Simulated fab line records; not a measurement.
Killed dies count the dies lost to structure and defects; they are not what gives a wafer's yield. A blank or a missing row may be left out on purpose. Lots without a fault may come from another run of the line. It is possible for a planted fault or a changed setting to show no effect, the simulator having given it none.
Chamber matching :: flow gf180mcu :: rie-diel-02 running GF_V4_ETCH_16: 4 sister chambers
The step etches BARC in N2/H2. 14 wafers are shown with their chamber, then 7 later ones without.

== WAFERS PAIRED WITH THEIR CHAMBERS ==
wafer: L988.1
chamber: 2
throttle-valve-pct (%): 13.226
oes-product-au (a.u.): 0.853

wafer: L988.3
chamber: 3
throttle-valve-pct (%): 13.206
oes-product-au (a.u.): 0.855

wafer: L988.6
chamber: 1
throttle-valve-pct (%): 13.229
oes-product-au (a.u.): 0.858

wafer: L989.1
chamber: 1
throttle-valve-pct (%): 13.229
oes-product-au (a.u.): 0.856

wafer: L989.2
chamber: 3
throttle-valve-pct (%): 13.228
oes-product-au (a.u.): 0.852

wafer: L989.4
chamber: 0
throttle-valve-pct (%): 13.221
oes-product-au (a.u.): 0.859

wafer: L990.1
chamber: 3
throttle-valve-pct (%): 13.214
oes-product-au (a.u.): 0.850

wafer: L990.2
chamber: 0
throttle-valve-pct (%): 13.210
oes-product-au (a.u.): 0.853

wafer: L990.4
chamber: 1
throttle-valve-pct (%): 13.210
oes-product-au (a.u.): 0.854

wafer: L995.1
chamber: 0
throttle-valve-pct (%): 13.227
oes-product-au (a.u.): 0.847

wafer: L995.3
chamber: 1
throttle-valve-pct (%): 13.231
oes-product-au (a.u.): 0.849

wafer: L995.6
chamber: 3
throttle-valve-pct (%): 13.223
oes-product-au (a.u.): 0.864

wafer: L996.1
chamber: 3
throttle-valve-pct (%): 13.229
oes-product-au (a.u.): 0.853

wafer: L996.3
chamber: 2
throttle-valve-pct (%): 13.227
oes-product-au (a.u.): 0.853

SIGNATURES (means of the wafers above)
reading: throttle-valve-pct
chamber 0: 13.21933
chamber 1: 13.22475
chamber 2: 13.22650
chamber 3: 13.22000
scatter within a chamber: 0.0091

reading: oes-product-au
chamber 0: 0.85300
chamber 1: 0.85425
chamber 2: 0.85300
chamber 3: 0.85480
scatter within a chamber: 0.00485
Rule: for a wafer and a chamber, the distance is found by dividing, reading by reading, the gap between the wafer's reading and the chamber's mean by the reading's scatter, squaring, summing and taking the root. If the next closest chamber is less than 2 further off than the closest, the wafer can't be placed; otherwise it belongs to the closest. The scatter is the square root of a quotient: the sum, over the shown wafers, of each reading's squared deviation from its chamber's mean, divided by wafers minus chambers.

== WAFERS WITH NO CHAMBER GIVEN ==
wafer: L996.5
throttle-valve-pct (%): 13.219
oes-product-au (a.u.): 0.854

wafer: L998.4
throttle-valve-pct (%): 13.227
oes-product-au (a.u.): 0.847

wafer: L998.5
throttle-valve-pct (%): 13.222
oes-product-au (a.u.): 0.864

wafer: L998.6
throttle-valve-pct (%): 13.227
oes-product-au (a.u.): 0.860

wafer: L104.1
throttle-valve-pct (%): 13.230
oes-product-au (a.u.): 0.863

wafer: L104.5
throttle-valve-pct (%): 13.232
oes-product-au (a.u.): 0.846

wafer: L104.6
throttle-valve-pct (%): 13.224
oes-product-au (a.u.): 0.852

== CHAMBER TAKEN BY EACH ==
wafer: L996.5
from the rows above: can't be placed: 3 or 0 or 1 or 2
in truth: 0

wafer: L998.4
from the rows above: can't be placed: 2 or 0 or 1 or 3
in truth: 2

wafer: L998.5
from the rows above: can't be placed: 3 or 1 or 0 or 2
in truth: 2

wafer: L998.6
from the rows above: can't be placed: 1 or 3 or 2 or 0
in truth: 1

wafer: L104.1
from the rows above: can't be placed: 1 or 3 or 2 or 0
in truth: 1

wafer: L104.5
from the rows above: can't be placed: 2 or 1 or 0 or 3
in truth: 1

wafer: L104.6
from the rows above: can't be placed: 2 or 1 or 0 or 3
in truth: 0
Placed correctly: 0 of 7. Cannot be placed on the basis of these rows: 7; the candidates contain the true chamber in 7. 0 placed wrongly.
